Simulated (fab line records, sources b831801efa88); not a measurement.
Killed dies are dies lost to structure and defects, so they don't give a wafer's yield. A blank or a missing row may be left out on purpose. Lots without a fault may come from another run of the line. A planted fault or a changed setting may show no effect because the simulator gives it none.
Which tool did it? | flow sfq_line | 14 lots, 42 wafers sampled, at 1 step of a route of 325

WHAT THE GAUGES READ, wafer by wafer
The record holds no reading of a measuring or inspecting step that can be judged against a usual standard deviation.

WHICH TOOL RAN EACH LOT (tool, then ch and the chambers of the sampled wafers, then the start)
lot  | SFQ_TRILAYER_I2_VIA_LITHO_PEB_070
L588 | litho_track-03 ch 0, day 22 07:29
L589 | litho_track-03 ch 0, day 22 12:13
L590 | litho_track-02 ch 0, day 22 13:30
L592 | litho_track-02 ch 0, day 24 14:29
L596 | litho_track-01 ch 0, day 27 19:08
L598 | litho_track-01 ch 0, day 28 15:01
L599 | litho_track-03 ch 0, day 29 00:23
L600 | litho_track-03 ch 0, day 29 09:59
L601 | litho_track-01 ch 0, day 29 12:27
L604 | litho_track-01 ch 0, day 30 13:16
L607 | litho_track-03 ch 0, day 31 14:53
L608 | litho_track-01 ch 0, day 31 17:18
L609 | litho_track-03 ch 0, day 32 04:03
L610 | litho_track-03 ch 0, day 32 06:32
- SFQ_TRILAYER_I2_VIA_LITHO_PEB_070: peb time 60 s.

WHAT THE TOOLS THEMSELVES READ (means of the sampled wafers that have a number; where no wafer has one, the mark that the record gives instead)
SFQ_TRILAYER_I2_VIA_LITHO_PEB_070.
lot  | tool           | heater_power_total_W (W) | plate_temp_C (C)
L588 | litho_track-03 | 79.18                    | 114.91
L589 | litho_track-03 | 79.14                    | 114.98
L590 | litho_track-02 | 79.17                    | 115.10
L592 | litho_track-02 | 79.11                    | 115.04
L596 | litho_track-01 | 79.19                    | 115.08
L598 | litho_track-01 | 79.17                    | 115.03
L599 | litho_track-03 | 67.93                    | 102.69
L600 | litho_track-03 | 67.88                    | 102.68
L601 | litho_track-01 | 79.13                    | 115.00
L604 | litho_track-01 | 79.08                    | 115.12
L607 | litho_track-03 | 79.21                    | 114.91
L608 | litho_track-01 | 79.13                    | 115.09
L609 | litho_track-03 | 79.17                    | 115.06
L610 | litho_track-03 | 79.11                    | 114.92

THE ANSWER, worked out from the rows above alone
Rule: what is usual is taken from the lots themselves. Put in order of their means at a reading, lots are off if they are a third of the lots or fewer, leave a main group of 4 or more, and stand apart from it by a gap of 3 or more times the standard deviation of the main group's means; of several such gaps the widest counts. A main group whose means are all the same, to the digits that the tables above print for the reading, isn't used. A lot without any number at a reading at which 4 lots or more have one is off too. The other lots that the step has rows for count as sound. The gauges are gone through in route order, then the tools' own readings, and for those a lot's mean is taken as printed above. The first step at which some lot is off is used, and at that step the reading that is off furthest; a lot without a number counts as furthest.
Off: L599, L600, at SFQ_TRILAYER_I2_VIA_LITHO_PEB_070 (heater_power_total_W). The main group: mean 79.15 W, standard deviation 0.037.
A tool fits if, at that step or a process step before it, it ran every lot that is off, and no sound lot after the first of them. None of those tried fits.

WHAT THE SIMULATOR HAD PUT IN
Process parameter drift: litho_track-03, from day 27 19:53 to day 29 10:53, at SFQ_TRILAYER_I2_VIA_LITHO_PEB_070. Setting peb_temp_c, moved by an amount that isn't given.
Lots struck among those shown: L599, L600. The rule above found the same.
